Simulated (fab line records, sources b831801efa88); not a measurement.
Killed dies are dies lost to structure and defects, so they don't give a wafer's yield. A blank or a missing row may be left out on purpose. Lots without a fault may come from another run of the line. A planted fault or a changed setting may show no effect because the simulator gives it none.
Problem report in the 8D (eight disciplines) form, filled by code | flow sky130 | the parts of the form that need people (team, actions taken, sign-off) are left out

1. THE PROBLEM
run_length_s at SKY_METAL4_ETCH_16 reads a mean of 100.5 s on 6 wafers of 2 lots; wafers without a fault read 116.7 s with a standard deviation of 0.41. That is -39 standard deviations from the usual mean.
The step: etches BARC in N2/H2, stops on SiO2, time 88.2 s, target depth 60 nm.
First seen on wafer L735.1, day 45 06:18, on rie_metal-01. The record holds 18 wafers of 6 lots with a number at this step. Rule for "out", or "out of limits": more than 4 standard deviations from the usual mean. The other wafers with a number count as sound.

2. WHAT IT IS AND WHAT IT IS NOT
question                    | is                           | is not
which readings at this step | run_length_s, oes_product_au | drypump_motor_current_A, n2_flow_sccm, throttle_valve_pct
which lots                  | L735, L738                   | L722, L723, L730, L732
which wafers of those lots  | all that have a number       | -
read on which tools         | rie_metal-01                 | rie_metal-03, rie_metal-04
when                        | from day 45 06:18            | up to then (12 sound wafers)

3. SUSPECTS, AND WHAT RULES EACH OUT
Counting: a tool at a process step up to the reading stays a suspect if it ran every lot that is out and no sound lot after the first of them.
- rie_metal-01 at SKY_METAL4_DESCUM_15 (chemistry O2, time 8 s): kept. It ran every lot that is out, first L735 (day 45 06:16), and no sound lot after that; its last sound lot up to then is L722 (day 41 16:55).
- rie_metal-01 at SKY_METAL4_ETCH_16 (etches BARC in N2/H2, stops on SiO2, time 88.2 s, target depth 60 nm): kept. It ran every lot that is out, first L735 (day 45 06:18), and no sound lot after that; its last sound lot up to then is L722 (day 41 16:57). Its own readings are out on those wafers: oes_product_au, run_length_s.
Left after counting: rie_metal-01 at SKY_METAL4_DESCUM_15, rie_metal-01 at SKY_METAL4_ETCH_16.

4. THE CAUSE (what the simulator had put in)
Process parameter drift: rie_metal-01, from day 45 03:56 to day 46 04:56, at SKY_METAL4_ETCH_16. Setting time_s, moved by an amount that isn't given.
Counting left 2 suspects, and this tool is among them.

5. THE CHAIN OF EFFECTS, in route order
Each row: a reading whose mean over the struck wafers that have a number lies more than 3 standard deviations from the usual. Only readings for which the record gives a usual standard deviation are gone through. hours: the time from each lot's start at the first step in this table that gives one to its start at this step, as a median over the lots. sigmas: the change in usual standard deviations.
hours | step               | reading        | usual      | on struck wafers | change | sigmas
0     | SKY_METAL4_ETCH_16 | oes_product_au | 0.626 a.u. | 0.737            | +0.111 | +24
0     | SKY_METAL4_ETCH_16 | run_length_s   | 116.7 s    | 100.5            | -16.2  | -39
The process steps in it:
- SKY_METAL4_ETCH_16: etches BARC in N2/H2, stops on SiO2, time 88.2 s, target depth 60 nm.

6. WHAT WOULD HAVE CAUGHT IT SOONER
In this record the first reading out of limits was taken at day 45 06:18, 2 hours after the fault began at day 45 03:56.
